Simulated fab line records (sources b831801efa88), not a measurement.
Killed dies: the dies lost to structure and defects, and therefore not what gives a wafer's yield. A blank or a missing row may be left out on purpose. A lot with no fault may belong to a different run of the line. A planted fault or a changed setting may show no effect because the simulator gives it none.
Which tool did it? | flow sky130 | 11 lots, 33 wafers sampled, at 3 steps of a route of 708

WHAT THE GAUGES SHOWED, per wafer
SKY_LI_CONTACT_RS_MEAS_22: uses a four-point probe to measure.
lot  | measured     | on            | LI_CONTACT_W_RS (ohm/sq)
L416 | day 29 09:23 | film-metro-04 | 0.282 0.282 0.290
L417 | day 29 19:07 | film-metro-03 | 0.283 0.290 0.284
L421 | day 30 23:18 | film-metro-03 | 0.286 0.284 0.295
L422 | day 31 08:02 | film-metro-03 | 0.282 0.291 0.290
L423 | day 31 16:19 | film-metro-02 | 0.284 0.293 0.284
L424 | day 32 04:33 | film-metro-02 | 0.284 0.286 0.293
L430 | day 33 22:12 | film-metro-04 | 0.280 0.477 0.282
L431 | day 34 07:08 | film-metro-04 | 0.281 0.444 0.293
L435 | day 35 11:09 | film-metro-02 | 0.284 0.279 0.285
L438 | day 36 06:58 | film-metro-04 | 0.278 0.288 0.278
L439 | day 36 22:58 | film-metro-02 | 0.292 0.285 0.296

WHAT TOOL EACH LOT RAN ON (gives the tool, then ch and the chambers of the sampled wafers, and finally the start)
lot  | SKY_SD_N_STRIP_11                    | SKY_LI_CONTACT_CVD_21
L416 | plasma-asher-03 ch 0, day 28 03:02   | cvd-w-01 ch 0,1, day 29 09:16
L417 | plasma-asher-01 ch 0,1, day 28 12:49 | cvd-w-01 ch 0,1, day 29 18:59
L421 | plasma-asher-02 ch 0,1, day 29 17:29 | cvd-w-01 ch 0,1, day 30 23:10
L422 | plasma-asher-03 ch 0,1, day 30 01:44 | cvd-w-01 ch 0,1, day 31 07:55
L423 | plasma-asher-01 ch 0,1, day 30 10:20 | cvd-w-01 ch 0,1, day 31 16:11
L424 | plasma-asher-01 ch 0,1, day 30 23:01 | cvd-w-01 ch 0,1, day 32 04:26
L430 | plasma-asher-02 ch 0,1, day 32 16:39 | cvd-w-01 ch 0,1, day 33 22:05
L431 | plasma-asher-03 ch 0,1, day 33 02:22 | cvd-w-01 ch 0,1, day 34 06:59
L435 | plasma-asher-01 ch 0,1, day 34 06:20 | cvd-w-02 ch 0,1, day 35 11:01
L438 | plasma-asher-02 ch 0,1, day 35 02:16 | cvd-w-02 ch 0,1, day 36 06:50
L439 | plasma-asher-02 ch 0,1, day 35 17:53 | cvd-w-01 ch 0,1, day 36 22:49
- SKY_SD_N_STRIP_11: strips in O2/N2.
- SKY_LI_CONTACT_CVD_21: deposits W, target thk 400 nm, time 120.56 s.

THE ANSWER, worked out from the rows above alone
Rule: the usual values come from the lots themselves. The widest of any qualifying gaps counts: lots, ordered by their means at a reading, are off when they make up no more than a third of the lots, leave a main group of 4 or more, and stand apart from it by 3 or more times the standard deviation of that group's means. A main group whose means are all the same, to the digits that the tables above print for the reading, isn't used. Also off: a lot with no number at a reading for which 4 or more lots have one. All remaining lots with rows at the step are treated as sound.
Off: at SKY_LI_CONTACT_RS_MEAS_22 (LI_CONTACT_W_RS), L430, L431. For the main group the mean is 0.286 ohm/sq and the standard deviation 0.0028.
A tool fits if, at a process step before that reading, it ran every lot that is off, and no sound lot after the first of them. Those tools and the gauges at SKY_LI_CONTACT_RS_MEAS_22 are tried in the same way. Not one of the candidates tried fits.

WHAT THE SIMULATOR HAD PUT IN
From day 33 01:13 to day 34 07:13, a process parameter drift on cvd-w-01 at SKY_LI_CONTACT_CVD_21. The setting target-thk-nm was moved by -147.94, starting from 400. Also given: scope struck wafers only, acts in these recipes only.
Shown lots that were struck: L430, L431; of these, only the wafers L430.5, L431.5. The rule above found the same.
